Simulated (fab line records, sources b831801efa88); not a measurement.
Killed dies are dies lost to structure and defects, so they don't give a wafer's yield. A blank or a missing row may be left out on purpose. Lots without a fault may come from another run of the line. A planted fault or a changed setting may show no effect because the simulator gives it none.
fab line records | flow sky130
record lots=10 wafers=30 last_day=50
route steps=708 shown METAL1@451 VIA1@459 METAL2@485 PAD_OPEN@708
lots that met no fault: from a run of the same line without faults
start_h: hours from the record's first day to the start of the lot's first wafer shown | wait_h: hours since the lot's step before | " the same as in the row above | L1.1+2: a row that stands for several wafers | - no value, or no start given | * or withheld: withheld | < > ~ a bound
route shown NAME@n: a module of which the file shows steps, and the number in the route of the first | usual: mean/standard deviation of fault-free wafers | same: alike in all rows | chamber/n: place in a boat | sites: the reading at each site | _std_site: their standard deviation | _edge_site: outer sites' mean less inner sites' | radius_mm: how far each site lies from the wafer's centre | mask NAME#n: copy n | behind: the tool/chamber that last shaped the wafer | hold: why the lot was held/for how many hours/how that ended | device: the transistor (n, p or np) that didn't switch | end of line: the same wafers' tests at the end of the route | a step without rows: its recipe alone | killed: dies lost to structure and defects at the first sort, not the wafer's yield | map: a wafer's dies, x killed, . not, _ none there
set.NAME: the setting as run; set.NAME@STEP: as run at that earlier step | model.NAME: the simulator's own value behind a step, which no gauge read
steps of the route over a sample of lots; a table a step, a row a wafer
services: from which hour (start_h, from the record's first day; less than 0 if before it) a tool's chamber was out of use, for how many hours, and why
## steps
# step SKY_METAL1_DESCUM_17
# recipe chemistry=O2 source_power_w=150 bias_power_w=0 pressure_mtorr=10 temp_c=40 time_s=8
# usual drypump_motor_current_A=5.7/0.35 oes_product_au=1.003/0.0089
# columns lot.wafer tool chamber start_h wait_h drypump_motor_current_A oes_product_au rf_hours_counter_h
L724.1 rie_metal-03 0 772.47 0.0 5.4 1.008 1
L724.2 " 1 " " 6.3 0.999 15
L724.6 " 1 " " 6.3 0.996 -
L730.2 rie_metal-03 1 834.47 0.0 6.3 1.004 18
L730.5 " 1 " " 6.3 1.006 -
L730.6 " 0 " " 5.4 1.014 -
L732.1 rie_metal-04 0 837.07 0.0 5.7 1.004 4
L732.3 " 0 " " 5.7 1.000 -
L732.6 " 0 " " 5.7 1.004 -
L731.1 rie_metal-01 0 841.27 0.0 5.3 1.028 9
L731.3 " 0 " " 5.3 1.022 -
L731.6 " 0 " " 5.3 1.020 -
L734.1 rie_metal-03 0 853.22 0.0 5.4 1.010 4
L734.2 " 0 " " 5.4 1.015 -
L734.6 " 0 " " 5.4 1.007 -
L733.4 rie_metal-04 1 860.27 0.0 6.0 0.992 -
L733.5 " 0 " " 5.7 0.997 -
L733.6 " 1 " " 6.0 1.006 -
L735.2 rie_metal-03 0 862.43 0.0 5.4 0.996 -
L735.4 " 0 " " 5.4 1.005 -
L735.5 " 0 " " 5.4 1.005 -
L743.3 rie_metal-04 1 937.92 0.0 6.0 1.012 -
L743.4 " 0 " " 5.7 0.987 -
L743.5 " 1 " " 6.0 1.001 -
L744.1 rie_metal-03 0 938.25 0.0 5.4 1.006 8
L744.3 " 1 " " 6.3 1.009 -
L744.5 " 0 " " 5.4 1.021 -
L745.1 rie_metal-03 0 957.46 0.0 5.4 1.008 8
L745.2 " 1 " " 6.3 1.009 4
L745.3 " 1 " " 6.3 0.997 -
# step SKY_VIA1_THK_MEAS_01
# recipe reads=SiO2_of_VIA1_HDPCVD_00
# usual VIA1_HDPCVD_THK=1077/10
# columns lot.wafer tool chamber start_h wait_h VIA1_HDPCVD_THK[nm]
L724.1 film_metro-02 - 773.45 0.1 1057
L724.2 " - " " 1065
L724.6 " - " " 1076
L730.2 film_metro-04 - 835.41 0.1 1085
L730.5 " - " " 1065
L730.6 " - " " 1069
L732.1 film_metro-04 - 838.15 0.1 1089
L732.3 " - " " 1087
L732.6 " - " " 1082
L731.1 film_metro-04 - 842.35 0.1 1076
L731.3 " - " " 1073
L731.6 " - " " 1082
L734.1 film_metro-03 - 854.29 0.1 1067
L734.2 " - " " 1080
L734.6 " - " " 1081
L733.4 film_metro-03 - 861.23 0.1 1083
L733.5 " - " " 1082
L733.6 " - " " 1081
L735.2 film_metro-03 - 863.50 0.1 1089
L735.4 " - " " 1080
L735.5 " - " " 1077
L743.3 film_metro-03 - 938.81 0.1 1069
L743.4 " - " " 1055
L743.5 " - " " 1074
L744.1 film_metro-04 - 939.14 0.1 1082
L744.3 " - " " 1085
L744.5 " - " " 1083
L745.1 film_metro-04 - 958.43 0.1 1079
L745.2 " - " " 1060
L745.3 " - " " 1072
# step SKY_VIA1_CMP_24
# recipe stop_on=SiO2 t_overpolish_s=15 down_force_psi=3.5 platen_rpm=60 target_thk_nm=0 pad_velocity_m_s=0.94248
# usual motor_current_A=10.7/0.88 overpolish_run_s=15.000/0.01 time_to_endpoint_s=64.2/2.4
# columns lot.wafer tool chamber start_h wait_h motor_current_A overpolish_run_s time_to_endpoint_s
L724.1 cmp-01 1 801.72 0.1 9.9 15.011 63.1
L724.2 " 2 " " 12.4 14.986 65.2
L724.6 " 1 " " 10.3 14.987 63.8
L730.2 cmp-02 2 862.63 0.2 10.5 14.994 64.2
L730.6 " 3 " " 10.6 14.998 60.3
L730.5 " 0 " " 11.1 14.994 62.8
L732.1 cmp-02 0 864.64 0.1 10.7 15.005 63.5
L732.3 " 1 " " 10.3 14.999 64.3
L732.6 " 0 " " 10.5 14.995 65.5
L731.1 cmp-01 0 869.89 0.1 11.6 15.002 60.9
L731.3 " 2 " " 12.1 15.008 64.2
L731.6 " 3 " " 10.1 15.002 65.9
L734.1 cmp-02 1 881.79 0.1 10.3 15.000 62.4
L734.2 " 2 " " 10.7 14.994 66.0
L734.6 " 1 " " 10.4 14.995 62.6
L733.4 cmp-02 2 888.45 0.0 10.9 14.997 63.3
L733.5 " 2 " " 10.5 14.978 61.8
L733.6 " 3 " " 9.8 15.001 61.8
L735.4 cmp-02 0 890.47 0.0 11.0 14.992 68.8
L735.2 " 1 " " 10.5 14.998 65.6
L735.5 " 0 " " 10.2 15.005 64.3
L743.3 cmp-02 3 964.76 0.1 10.2 14.992 65.2
L743.4 " 0 " " 10.3 15.003 66.1
L743.5 " 2 " " 11.4 14.997 65.4
L744.1 cmp-01 2 965.19 0.1 12.9 14.993 63.7
L744.3 " 1 " " 9.8 14.996 63.2
L744.5 " 3 " " 10.2 14.986 63.9
L745.1 cmp-01 1 984.38 0.1 9.5 15.005 64.2
L745.3 " 2 " " 12.5 15.008 64.5
L745.2 " 3 " " 10.5 15.006 64.0
# step SKY_METAL2_SPUTTER_02
# recipe material=AlCu target_thk_nm=250 power_w=10600 time_s=13.3 chamber_pressure_pa=0.4
# usual chamber_pressure_pa=0.4000/0.00075 throttle_valve_pct=29.6/0.89
# columns lot.wafer tool chamber start_h wait_h chamber_pressure_pa throttle_valve_pct
L724.1 pvd_sputter-02 - 802.07 0.0 0.3998 29.1
L724.2 " - " " 0.3994 30.1
L724.6 " - " " 0.3997 29.4
L730.2 pvd_sputter-04 - 862.83 0.0 0.4010 30.7
L730.5 " - " " 0.4002 30.3
L730.6 " - " " 0.4000 29.9
L732.1 pvd_sputter-04 - 864.99 0.0 0.4008 27.0
L732.3 " - " " 0.4002 30.0
L732.6 " - " " 0.3986 30.7
L731.1 pvd_sputter-02 - 870.19 0.0 0.3994 29.5
L731.3 " - " " 0.3999 29.4
L731.6 " - " " 0.4000 29.4
L734.1 pvd_sputter-04 - 882.14 0.0 0.3256 33.4
L734.2 " - " " 0.3253 33.2
L734.6 " - " " 0.3279 34.2
L733.4 pvd_sputter-02 - 888.80 0.0 0.3998 29.2
L733.5 " - " " 0.4003 29.9
L733.6 " - " " 0.4004 29.3
L735.2 pvd_sputter-04 - 890.82 0.0 0.3261 33.3
L735.4 " - " " 0.3270 33.3
L735.5 " - " " 0.3263 34.0
L743.3 pvd_sputter-04 - 965.06 0.0 0.3995 30.1
L743.4 " - " " 0.3987 30.7
L743.5 " - " " 0.3992 26.9
L744.1 pvd_sputter-02 - 965.54 0.0 0.3998 29.4
L744.3 " - " " 0.4012 29.4
L744.5 " - " " 0.4004 29.4
L745.1 pvd_sputter-04 - 984.73 0.0 0.3998 29.9
L745.2 " - " " 0.4016 29.9
L745.3 " - " " 0.4003 30.7
# step SKY_METAL2_RS_MEAS_05
# recipe thk_meas_gauge=four-point-probe reads=TiN_of_METAL2_SPUTTER_04+Ti_of_METAL2_SPUTTER_03+AlCu_of_METAL2_SPUTTER_02+TiN_of_METAL2_SPUTTER_01+Ti_of_METAL2_SPUTTER_00
# usual METAL2_ALCU_RS=0.1266/0.0013
# columns lot.wafer tool chamber start_h wait_h hold METAL2_ALCU_RS[ohm/sq]
L724.1 film_metro-02 - 802.16 0.0 - 0.1281
L724.2 " - " " - 0.1283
L724.6 " - " " - 0.1289
L730.2 film_metro-01 - 862.94 0.0 - 0.1279
L730.5 " - " " - 0.1268
L730.6 " - " " - 0.1255
L732.1 film_metro-01 - 865.08 0.0 - 0.1274
L732.3 " - " " - 0.1253
L732.6 " - " " - 0.1267
L731.1 film_metro-04 - 870.28 0.0 - 0.1269
L731.3 " - " " - 0.1287
L731.6 " - " " - 0.1288
L734.1 film_metro-01 - 882.23 0.0 await_dispo/0.2h/release 0.1202
L734.2 " - " " await_dispo/0.2h/release 0.1192
L734.6 " - " " await_dispo/0.2h/release 0.1212
L734.1 film_metro-01 - 882.52 0.3 - 0.1204
L734.2 " - " " - 0.1194
L734.6 " - " " - 0.1210
L733.4 film_metro-01 - 888.95 0.1 - 0.1240
L733.5 " - " " - 0.1247
L733.6 " - " " - 0.1240
L735.2 film_metro-01 - 890.93 0.0 await_dispo/0.2h/release 0.1212
L735.4 " - " " await_dispo/0.2h/release 0.1203
L735.5 " - " " await_dispo/0.2h/release 0.1213
L735.2 film_metro-01 - 891.22 0.3 - 0.1215
L735.4 " - " " - 0.1207
L735.5 " - " " - 0.1211
L743.3 film_metro-01 - 965.19 0.1 - 0.1252
L743.4 " - " " - 0.1264
L743.5 " - " " - 0.1243
L744.1 film_metro-01 - 965.63 0.0 - 0.1285
L744.3 " - " " - 0.1286
L744.5 " - " " - 0.1286
L745.1 film_metro-01 - 984.82 0.0 - 0.1266
L745.2 " - " " - 0.1276
L745.3 " - " " - 0.1274
# step SKY_METAL2_THK_MEAS_06
# recipe thk_meas_gauge=xrf reads=AlCu_of_METAL2_SPUTTER_02
# usual METAL2_ALCU_THK=248/3.4
# columns lot.wafer tool chamber start_h wait_h hold METAL2_ALCU_THK[nm]
L724.1 film_metro-02 - 802.28 0.1 - 245
L724.2 " - " " - 245
L724.6 " - " " - 243
L730.2 film_metro-01 - 863.05 0.1 - 246
L730.5 " - " " - 249
L730.6 " - " " - 253
L732.1 film_metro-01 - 865.20 0.1 - 248
L732.3 " - " " - 252
L732.6 " - " " - 250
L731.1 film_metro-04 - 870.40 0.1 - 245
L731.3 " - " " - 242
L731.6 " - " " - 242
L734.1 film_metro-01 - 884.57 2.0 await_dispo/0.2h/release 261
L734.2 " - " " await_dispo/0.2h/release 259
L734.6 " - " " await_dispo/0.2h/release 256
L734.1 film_metro-01 - 884.80 0.2 - 260
L734.2 " - " " - 262
L734.6 " - " " - 259
L733.4 film_metro-01 - 889.04 0.1 - 255
L733.5 " - " " - 253
L733.6 " - " " - 254
L735.2 film_metro-01 - 892.18 0.9 await_dispo/0.2h/release 256
L735.4 " - " " await_dispo/0.2h/release 259
L735.5 " - " " await_dispo/0.2h/release 260
L735.2 film_metro-01 - 892.41 0.2 - 257
L735.4 " - " " - 259
L735.5 " - " " - 256
L743.3 film_metro-01 - 965.29 0.1 - 249
L743.4 " - " " - 249
L743.5 " - " " - 253
L744.1 film_metro-01 - 965.75 0.1 - 245
L744.3 " - " " - 242
L744.5 " - " " - 243
L745.1 film_metro-01 - 984.94 0.1 - 248
L745.2 " - " " - 247
L745.3 " - " " - 249
# step SKY_PAD_OPEN_PROBE_99
# usual defect_limited_yield=82.5/1.9 killed_at_M0_to_M3=44/7.2 killed_at_M4_up=3.0/1.8 killed_at_contacts=24/5.4 killed_at_front_end=14/4.4 killed_at_other=0.4/0.64 killed_dies=86/9.4 killed_open=47/7.7 killed_short=39/5.8 sort_bin_3_pad_short=0.9/0.38 sort_bin_5_function=10.3/1.4 sort_bin_6_memory=6.4/1.2 sort_n_pass=406/9.4 sort_yield_pct=82.5/1.9
# same gross_dies=492 killed_at_back_side=0 sort_bin_4_leakage[%]=0 sort_bin_8_speed[%]=0
# columns lot.wafer tool chamber start_h wait_h defect_limited_yield[%] killed_at_M0_to_M3 killed_at_M4_up killed_at_contacts killed_at_front_end killed_at_other killed_dies killed_open killed_short sort_bin_3_pad_short[%] sort_bin_5_function[%] sort_bin_6_memory[%] sort_n_pass sort_yield_pct[%]
L724.1 prober-02 - 1081.17 0.1 85.6 34 4 23 10 0 71 37 34 0.8 8.7 4.9 421 85.6
L724.2 prober-02 - 1081.22 0.1 84.1 39 2 24 13 0 78 51 27 0.4 10.2 5.3 414 84.1
L724.6 prober-02 - 1081.42 0.2 82.7 48 4 19 14 0 85 40 44 1.8 11.2 4.3 407 82.7
L730.2 prober-02 - 1130.25 0.1 82.5 47 3 24 11 1 86 51 35 0.6 10.8 6.1 406 82.5
L730.5 prober-02 - 1130.40 0.2 81.5 41 7 29 14 0 91 50 41 1.0 9.6 7.9 401 81.5
L730.6 prober-02 - 1130.45 0.2 82.7 40 3 28 14 0 85 53 32 1.2 8.7 7.3 407 82.7
L732.1 prober-01 - 1130.61 0.1 85.2 45 2 17 9 0 73 42 31 0.8 8.5 5.5 419 85.2
L732.3 prober-01 - 1130.71 0.2 82.7 47 3 25 10 0 85 43 42 0.8 8.3 8.1 407 82.7
L732.6 prober-01 - 1130.86 0.2 80.1 59 0 26 13 0 98 59 39 0.4 12.0 7.5 394 80.1
L731.1 prober-02 - 1132.08 0.1 82.1 43 3 26 16 0 88 51 37 1.0 10.4 6.5 404 82.1
L731.3 prober-02 - 1132.18 0.2 80.7 56 3 19 17 0 95 57 38 0.6 12.6 6.1 397 80.7
L731.6 prober-02 - 1132.33 0.2 81.5 53 1 21 16 0 91 45 46 1.0 10.0 7.5 401 81.5
L734.1 prober-01 - 1142.23 0.1 82.7 38 1 34 12 0 85 44 41 0.6 10.6 6.1 407 82.7
L734.2 prober-01 - 1142.28 0.1 83.5 42 4 20 14 1 81 43 38 0.6 10.6 5.3 411 83.5
L734.6 prober-01 - 1142.48 0.2 80.3 43 7 28 19 0 97 57 40 1.0 11.6 7.1 395 80.3
L733.4 prober-02 - 1149.28 0.2 80.7 47 2 27 19 0 95 49 46 1.4 9.6 8.3 397 80.7
L733.5 prober-02 - 1149.33 0.2 83.7 34 3 30 13 0 80 44 35 1.2 8.1 6.9 412 83.7
L733.6 prober-02 - 1149.38 0.2 84.6 44 1 23 8 0 76 42 34 0.6 7.7 7.1 416 84.6
L735.2 prober-01 - 1150.68 0.1 85.0 41 3 23 7 0 74 36 38 0.6 10.2 4.3 418 85.0
L735.4 prober-01 - 1150.78 0.2 82.1 44 5 23 15 1 88 46 42 0.8 11.4 5.7 404 82.1
L735.5 prober-01 - 1150.83 0.2 84.8 50 4 11 10 0 75 34 41 1.0 8.5 5.7 417 84.8
L743.3 prober-02 - 1201.43 0.2 86.0 32 2 23 12 0 69 34 35 0.6 8.7 4.7 423 86.0
L743.4 prober-02 - 1201.48 0.2 86.0 32 6 15 16 0 69 36 33 0.4 8.1 5.5 423 86.0
L743.5 prober-02 - 1201.53 0.2 82.3 37 3 22 25 0 87 43 43 0.4 10.2 7.1 405 82.3
L744.1 prober-01 - 1203.17 0.1 82.3 44 4 29 8 2 87 45 42 0.4 9.3 7.9 405 82.3
L744.3 prober-01 - 1203.27 0.2 79.7 43 3 29 25 0 100 53 47 1.6 12.6 6.1 392 79.7
L744.5 prober-01 - 1203.37 0.2 83.1 40 3 22 18 0 83 40 43 0.4 10.8 5.7 409 83.1
L745.1 prober-01 - 1210.79 0.1 79.1 49 2 36 16 0 103 60 43 1.0 11.4 8.5 389 79.1
L745.2 prober-01 - 1210.84 0.1 85.2 44 0 22 7 0 73 41 32 0.6 8.3 5.9 419 85.2
L745.3 prober-01 - 1210.89 0.2 81.1 52 5 22 14 0 93 47 46 1.2 11.6 6.1 399 81.1
# killed by level:class
L724.1 LI_CONTACT:geometric_particle:open=9 VIA2:geometric_particle:open=8 CONTACT:geometric_particle:short=6 VIA1:geometric_particle:open=6 CONTACT:geometric_particle:open=4 VIA3:geometric_particle:open=4 METAL4:geometric_particle:short=4 FIELD_ISO:geometric_particle:open=3
L724.2 VIA1:geometric_particle:open=15 LI_CONTACT:geometric_particle:open=10 POLY_GATE:geometric_particle:open=6 VIA3:geometric_particle:open=6 CONTACT:geometric_particle:open=6 CONTACT:geometric_particle:short=4 VIA2:geometric_particle:short=4 VIA2:geometric_particle:open=4
L724.6 VIA1:geometric_particle:open=11 METAL2:geometric_particle:short=7 CONTACT:geometric_particle:short=7 VIA2:geometric_particle:short=6 VIA1:geometric_particle:short=6 VIA2:geometric_particle:open=6 VIA3:geometric_particle:open=5 FIELD_ISO:geometric_particle:short=4
L730.2 VIA1:geometric_particle:open=17 CONTACT:geometric_particle:open=13 METAL1:geometric_particle:short=6 VIA3:geometric_particle:open=6 LOCAL_INTERCONNECT:geometric_particle:short=4 METAL3:geometric_particle:short=4 FIELD_ISO:geometric_particle:open=3 CONTACT:geometric_particle:short=3
L730.5 CONTACT:geometric_particle:open=12 VIA1:geometric_particle:open=12 VIA1:geometric_particle:short=7 LOCAL_INTERCONNECT:geometric_particle:short=7 METAL1:geometric_particle:short=5 VIA3:geometric_particle:open=5 FIELD_ISO:geometric_particle:open=4 POLY_GATE:geometric_particle:short=4
L730.6 CONTACT:geometric_particle:open=18 VIA1:geometric_particle:open=7 METAL1:geometric_particle:short=7 VIA2:geometric_particle:open=6 VIA3:geometric_particle:open=6 FIELD_ISO:geometric_particle:open=5 METAL2:geometric_particle:short=4 VIA3:geometric_particle:short=4
L732.1 VIA1:geometric_particle:open=9 VIA3:geometric_particle:open=7 METAL2:geometric_particle:short=6 LI_CONTACT:geometric_particle:open=5 CONTACT:geometric_particle:open=5 VIA2:geometric_particle:open=5 LI_CONTACT:geometric_particle:short=4 FIELD_ISO:geometric_particle:open=4
L732.3 LI_CONTACT:geometric_particle:open=9 VIA1:geometric_particle:open=9 METAL2:geometric_particle:short=8 VIA2:geometric_particle:open=8 METAL3:geometric_particle:short=7 VIA3:geometric_particle:short=4 LI_CONTACT:geometric_particle:short=4 CONTACT:geometric_particle:open=4
L732.6 VIA1:geometric_particle:open=15 LI_CONTACT:geometric_particle:open=9 VIA2:geometric_particle:open=8 CONTACT:geometric_particle:open=7 VIA2:geometric_particle:short=7 VIA1:geometric_particle:short=5 VIA3:geometric_particle:open=5 METAL2:geometric_particle:short=4
L731.1 CONTACT:geometric_particle:open=13 VIA1:geometric_particle:open=13 CONTACT:geometric_particle:short=7 VIA2:geometric_particle:open=7 VIA1:geometric_particle:short=6 LI_CONTACT:geometric_particle:open=6 VIA3:geometric_particle:open=5 FIELD_ISO:geometric_particle:short=4
L731.3 VIA1:geometric_particle:open=12 CONTACT:geometric_particle:open=10 VIA3:geometric_particle:open=7 METAL2:geometric_particle:short=7 FIELD_ISO:geometric_particle:short=6 LI_CONTACT:geometric_particle:open=6 METAL1:geometric_particle:short=6 VIA2:geometric_particle:open=6
L731.6 VIA1:geometric_particle:open=12 LI_CONTACT:geometric_particle:open=8 METAL3:geometric_particle:short=8 METAL2:geometric_particle:short=7 METAL1:geometric_particle:short=6 CONTACT:geometric_particle:open=5 VIA2:geometric_particle:open=5 VIA3:geometric_particle:short=5
L734.1 CONTACT:geometric_particle:open=11 METAL1:geometric_particle:short=8 VIA3:geometric_particle:open=8 LI_CONTACT:geometric_particle:open=7 LOCAL_INTERCONNECT:geometric_particle:short=7 CONTACT:geometric_particle:short=6 VIA1:geometric_particle:open=5 FIELD_ISO:geometric_particle:short=3
L734.2 VIA3:geometric_particle:open=8 CONTACT:geometric_particle:open=8 VIA1:geometric_particle:open=8 METAL1:geometric_particle:short=5 POLY_GATE:geometric_particle:short=5 LI_CONTACT:geometric_particle:open=5 VIA1:geometric_particle:short=5 METAL2:geometric_particle:short=4
L734.6 VIA2:geometric_particle:open=12 CONTACT:geometric_particle:open=10 VIA3:geometric_particle:open=9 VIA1:geometric_particle:open=8 FIELD_ISO:geometric_particle:short=6 POLY_GATE:geometric_particle:open=6 METAL1:geometric_particle:short=6 FIELD_ISO:geometric_particle:open=5
L733.4 VIA1:geometric_particle:open=13 LOCAL_INTERCONNECT:geometric_particle:short=10 CONTACT:geometric_particle:open=8 POLY_GATE:geometric_particle:open=7 VIA3:geometric_particle:open=6 VIA2:geometric_particle:short=6 POLY_GATE:geometric_particle:short=5 METAL3:geometric_particle:short=5
L733.5 LI_CONTACT:geometric_particle:open=10 VIA1:geometric_particle:open=9 CONTACT:geometric_particle:open=8 METAL2:geometric_particle:short=7 LI_CONTACT:geometric_particle:short=5 VIA1:geometric_particle:short=5 POLY_GATE:geometric_particle:open=4 VIA2:geometric_particle:open=4
L733.6 CONTACT:geometric_particle:open=10 LI_CONTACT:geometric_particle:open=7 VIA1:geometric_particle:open=7 VIA2:geometric_particle:short=7 VIA2:geometric_particle:open=6 VIA3:geometric_particle:open=6 CONTACT:geometric_particle:short=5 METAL2:geometric_particle:short=5
L735.2 CONTACT:geometric_particle:open=13 METAL1:geometric_particle:short=8 VIA1:geometric_particle:open=8 METAL2:geometric_particle:short=6 VIA1:geometric_particle:short=5 LI_CONTACT:geometric_particle:open=4 VIA2:geometric_particle:open=4 FIELD_ISO:geometric_particle:short=3
L735.4 VIA1:geometric_particle:open=9 CONTACT:geometric_particle:open=8 VIA2:geometric_particle:open=8 FIELD_ISO:geometric_particle:short=6 FIELD_ISO:geometric_particle:open=6 LI_CONTACT:geometric_particle:open=6 VIA1:geometric_particle:short=6 VIA3:geometric_particle:open=6
L735.5 VIA1:geometric_particle:open=10 METAL2:geometric_particle:short=9 VIA3:geometric_particle:open=7 METAL1:geometric_particle:short=6 METAL2:geometric_particle:open=5 VIA2:geometric_particle:open=4 POLY_GATE:geometric_particle:short=4 METAL4:geometric_particle:short=4
L743.3 LI_CONTACT:geometric_particle:open=9 FIELD_ISO:geometric_particle:short=7 CONTACT:geometric_particle:open=7 METAL1:geometric_particle:short=6 VIA2:geometric_particle:open=6 METAL2:geometric_particle:short=4 VIA3:geometric_particle:open=4 VIA1:geometric_particle:open=3
L743.4 METAL1:geometric_particle:short=7 LI_CONTACT:geometric_particle:open=6 VIA3:geometric_particle:open=6 VIA1:geometric_particle:short=5 VIA1:geometric_particle:open=5 POLY_GATE:geometric_particle:open=4 FIELD_ISO:geometric_particle:open=3 METAL2:geometric_particle:short=3
L743.5 VIA1:geometric_particle:open=8 FIELD_ISO:geometric_particle:short=6 POLY_GATE:geometric_particle:short=6 LI_CONTACT:geometric_particle:open=6 CONTACT:geometric_particle:open=6 POLY_GATE:geometric_particle:open=5 LOCAL_INTERCONNECT:geometric_particle:short=5 METAL1:geometric_particle:short=5
L744.1 CONTACT:geometric_particle:open=9 VIA1:geometric_particle:open=7 VIA2:geometric_particle:open=7 VIA3:geometric_particle:open=6 LI_CONTACT:geometric_particle:open=5 LOCAL_INTERCONNECT:geometric_particle:short=5 CONTACT:geometric_particle:short=5 VIA3:geometric_particle:short=5
L744.3 CONTACT:geometric_particle:open=14 VIA1:geometric_particle:open=9 VIA1:geometric_particle:short=8 METAL1:geometric_particle:short=7 FIELD_ISO:geometric_particle:open=6 POLY_GATE:geometric_particle:open=5 LI_CONTACT:geometric_particle:open=5 CONTACT:geometric_particle:short=5
L744.5 VIA1:geometric_particle:open=8 VIA1:geometric_particle:short=7 LI_CONTACT:geometric_particle:short=5 CONTACT:geometric_particle:short=5 CONTACT:geometric_particle:open=5 VIA3:geometric_particle:open=5 FIELD_ISO:geometric_particle:open=4 LI_CONTACT:geometric_particle:open=4
L745.1 CONTACT:geometric_particle:open=12 VIA1:geometric_particle:open=12 VIA3:geometric_particle:open=10 VIA1:geometric_particle:short=9 FIELD_ISO:geometric_particle:open=7 LI_CONTACT:geometric_particle:open=7 LI_CONTACT:geometric_particle:short=6 METAL2:geometric_particle:short=6
L745.2 CONTACT:geometric_particle:open=9 VIA1:geometric_particle:open=9 LI_CONTACT:geometric_particle:open=6 METAL1:geometric_particle:short=6 VIA1:geometric_particle:short=6 CONTACT:geometric_particle:short=5 VIA2:geometric_particle:open=5 VIA3:geometric_particle:open=5
L745.3 VIA1:geometric_particle:open=15 VIA2:geometric_particle:open=8 CONTACT:geometric_particle:short=7 VIA3:geometric_particle:open=7 LOCAL_INTERCONNECT:geometric_particle:short=5 CONTACT:geometric_particle:open=5 METAL3:geometric_particle:short=5 FIELD_ISO:geometric_particle:short=4
## services
# columns tool chamber start_h hours kind
pvd_sputter-04 - 757.59 7.3 repair
rie_metal-01 1 762.45 35.1 repair
rie_metal-03 0 774.13 9.1 repair
rie_metal-03 1 780.79 1.1 repair
pvd_sputter-04 - 799.92 4.6 repair
pvd_sputter-04 0 824.92 - consumable_replace:kit
pvd_sputter-04 0 824.92 18.0 scheduled_down
pvd_sputter-04 0 824.92 18.0 vent_cycle
rie_metal-03 1 843.87 - clean
rie_metal-03 1 843.87 23.3 scheduled_down
rie_metal-03 1 843.87 23.3 vent_cycle
pvd_sputter-02 - 850.07 1.9 repair
cmp-01 - 861.58 4.8 pm
cmp-01 - 884.46 1.6 repair
cmp-02 - 895.34 0.5 repair
cmp-01 - 901.76 2.8 repair
cmp-02 - 918.87 4.0 pm
cmp-02 - 922.87 - consumable_replace:conditioner
pvd_sputter-04 - 925.17 3.5 repair
rie_metal-01 - 934.53 28.1 pm
pvd_sputter-02 - 952.47 1.6 repair
cmp-02 - 956.10 3.6 pm
rie_metal-04 - 967.80 1.4 repair
cmp-02 - 983.60 8.9 pm
## key
first_sign step=SKY_METAL2_SPUTTER_02 reading=chamber_pressure_pa direction=down sigmas=99 usual=0.4000 struck=0.3264
effect step=SKY_METAL2_SPUTTER_02 reading=throttle_valve_pct direction=up sigmas=4.5 usual=29.6 struck=33.6
effect step=SKY_METAL2_RS_MEAS_05 reading=visit direction=added
effect step=SKY_METAL2_THK_MEAS_06 reading=visit direction=added
met_at SKY_METAL2_SPUTTER_02
struck_lots L734,L735
not_acting_at SKY_METAL1_DESCUM_17,SKY_VIA1_THK_MEAS_01,SKY_VIA1_CMP_24
onset_between 864.99 882.14
fault kind=process_parameter_drift tool=pvd_sputter-04 chamber=- onset_h=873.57 steps=SKY_METAL2_SPUTTER_02 channel=chamber_pressure_pa offset=-0.073282 shape=step end_h=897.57 acts_in=these_recipes_only stated=0.4
